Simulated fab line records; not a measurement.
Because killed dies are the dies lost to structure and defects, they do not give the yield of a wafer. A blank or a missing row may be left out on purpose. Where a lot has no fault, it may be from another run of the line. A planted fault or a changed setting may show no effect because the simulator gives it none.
Struck lot and sound lot, side by side | flow gf180mcu | 36 steps out of a route of 602
Sound: wafers L332.2, L332.4, L332.5. Struck: wafer L314.4 (L314.5, L314.6, from the same lot, were not struck and are left out); the cause is given at the end.
Per side, at each step with rows, come the tool, then ch with its chambers, and then its first start. Under that, the readings that differ: sound wafers | struck wafers | difference of the means | sigmas: that difference in standard deviations of wafers without a fault.
alike: readings with means less than 2 such deviations apart, plus words and numbers identical on both sides. not compared: withheld readings, readings lacking a value on some wafer, bounds such as >300 that could conceal the same value, and numbers that have no deviation in the record and whose values overlap.
A row with sigmas, a row that says differs or no value, or rows on one side alone: a step with any of these is where the two part. Numbers that have no deviation but don't overlap get no sigmas and don't part them. Lack of a reading on every wafer of one side parts them only where that side has two or more wafers.

first, 2 steps without rows for these wafers: GF_M1_PEB_12 (peb time 90 s); GF_M1_DEVELOP_13 (develop time 60 s).
GF_M1_CD_MEAS_14: the cd target is 230 nm.
  sound on cdSem-01 at day 25 11:48; struck on cdSem-01 at day 18 14:49
  alike: cdNm
GF_M1_OVL_MEAS_15:
  sound on overlay-01 at day 25 11:55; struck on overlay-01 at day 18 14:54
  alike: M1_OVL
then, 5 steps without rows for these wafers: GF_M1_METAL_ETCH_16 (etches the open film in Cl2/BCl3, stops on SiO2, target depth 750.8 nm, time 125.1 s); GF_M1_STRIP_17 (strips in O2/N2); GF_M1_STRIP_18 (strips in post etch residue remover, time 1200 s); GF_M1_CLEAN_19 (cleans in DIW); GF_V1_CVD_00 (deposits SiO2, target thk 600 nm, time 100 s).
GF_V1_THK_MEAS_01:
  sound on filmMetro-01 at day 25 12:41; struck on filmMetro-02 at day 18 15:41
  alike: V1_CVD_00_THK
then, 1 step without rows for these wafers: GF_V1_CVD_02 (deposits SiO2 from TEOS, target thk 850 nm, time 94.851 s).
GF_V1_THK_MEAS_03:
  sound on filmMetro-02 at day 25 12:49; struck on filmMetro-03 at day 18 15:49
  alike: V1_CVD_02_THK
GF_V1_CMP_04: polishes SiO2.
  sound on cmp-02 ch 0,1,3, day 25 12:55; struck on cmp-01 ch 1, day 18 16:00
reading                            | sound             | struck | difference | sigmas
timeToEndpointS (s)                | 66 77 68          | 105    | +35        | +7
model.SiO2_of_V1_CVD_02.thkNm (nm) | 631.6 632.3 631.4 | 569.3  | -62.5      | 
  alike: motorCurrentA, slurryFlowMlMin
GF_V1_BOW_MEAS_05:
  sound on filmMetro-01 at day 25 13:11; struck on filmMetro-02 at day 18 16:13
  alike: V1_BOW
then, 8 steps without rows for these wafers: GF_V1_DEHYDRATE_06 (time 60 s); GF_V1_HMDS_07 (prime time 60 s); GF_V1_COAT_08; GF_V1_COAT_09 (resist thk 1000 nm); GF_V1_SOFTBAKE_10 (time 60 s); GF_V1_EXPOSE_11 (exposes mask Via1, target cd 260 nm); GF_V1_PEB_12 (peb time 90 s); GF_V1_DEVELOP_13 (develop time 60 s).
GF_V1_CD_MEAS_14: the cd target is 260 nm.
  sound on cdSem-02 at day 26 10:29; struck on cdSem-01 at day 19 14:50
reading   | sound             | struck | difference | sigmas
cdNm (nm) | 258.8 258.1 259.1 | 261.5  | +2.8       | +3
GF_V1_OVL_MEAS_15:
  sound on overlay-02 at day 26 10:35; struck on overlay-01 at day 19 14:55
reading     | sound   | struck | difference | sigmas
V1_OVL (nm) | 17 14 9 | -2     | -15        | -2
GF_V1_ETCH_16: etches BARC in N2/H2.
  sound on rieDiel-02 ch 1,2, day 26 10:37; struck on rieDiel-03 ch 0, day 19 14:56
  alike: drypumpMotorCurrentA, oesProductAu, rfFwdPowerW, throttleValvePct
GF_V1_ETCH_17: etches SiO2 in C4F8/O2/Ar, stops on TiN, target depth 630 nm.
  sound on rieDiel-02 ch 1,2; struck on rieDiel-03 ch 0
reading                      | sound             | struck | difference | sigmas
oesProductAu (a.u.)          | 0.853 0.859 0.857 | 0.808  | -0.048     | -11
model.etch.depthNm (nm)      | 631.6 632.3 631.4 | 569.3  | -62.5      | 
model.V1.featureDepthNm (nm) | 631.6 632.3 631.4 | 569.3  | -62.5      | 
  alike: rfFwdPowerW
GF_V1_STRIP_18: strips in O2/N2.
  sound on plasmaAsher-01 ch 0,1, day 26 10:45; struck on plasmaAsher-01 ch 0, day 19 15:06
  alike: drypumpMotorCurrentA, heaterPowerW, oesProductAu
  not compared: rfHoursCounterH
then, 2 steps without rows for these wafers: GF_V1_STRIP_19 (strips in post etch residue remover, time 1200 s); GF_V1_CLEAN_20 (cleans in DIW).
GF_V1_SPUTTER_21: material Ti, target thk 15 nm, time 80.02 s.
  sound on pvdSputter-02 at day 26 11:18; struck on pvdSputter-04 at day 19 15:36
  alike: substrateTempC, throttleValvePct
GF_V1_SPUTTER_22: material TiN, target thk 10 nm, time 40 s.
  sound on pvdSputter-02 at day 26 11:22; struck on pvdSputter-04 at day 19 15:40
  alike: throttleValvePct
GF_V1_CVD_23: deposits W, target thk 350 nm, time 105.05 s.
  sound on cvdW-01 ch 1, day 26 11:24; struck on cvdW-01 ch 0, day 19 15:44
  alike: heaterPowerW
GF_V1_RS_MEAS_24: measures by four-point-probe.
  sound on filmMetro-01 at day 26 11:32; struck on filmMetro-03 at day 19 15:53
  alike: V1_W_RS
GF_V1_THK_MEAS_25: measures by xrf.
  sound on filmMetro-01 at day 26 11:38; struck on filmMetro-03 at day 19 15:58
  alike: V1_W_THK
GF_V1_CMP_26: polishes, stops on SiO2, t overpolish 15 s, target thk 0 nm.
  sound on cmp-02 ch 0,2, day 26 11:41; struck on cmp-02 ch 0, day 19 16:03
reading                            | sound             | struck | difference | sigmas
model.SiO2_of_V1_CVD_02.thkNm (nm) | 627.8 628.5 627.7 | 565.5  | -62.5      | 
  alike: motorCurrentA, slurryFlowMlMin
then, 1 step without rows for these wafers: GF_M2_SPUTTER_00 (material Ti, target thk 37.5 nm, time 150 s).

## WHERE THEY PART
Earliest at GF_V1_CMP_04; latest, in this record, at GF_V1_ETCH_17. Later steps at which nothing parts them and some readings are alike: GF_V1_STRIP_18, GF_V1_SPUTTER_21, GF_V1_SPUTTER_22, GF_V1_CVD_23, GF_V1_RS_MEAS_24, GF_V1_THK_MEAS_25, GF_V1_CMP_26.

WHY: what the simulator had put in
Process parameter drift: cmp-01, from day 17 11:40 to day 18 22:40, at GF_V1_CMP_04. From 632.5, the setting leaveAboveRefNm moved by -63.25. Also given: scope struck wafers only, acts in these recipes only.
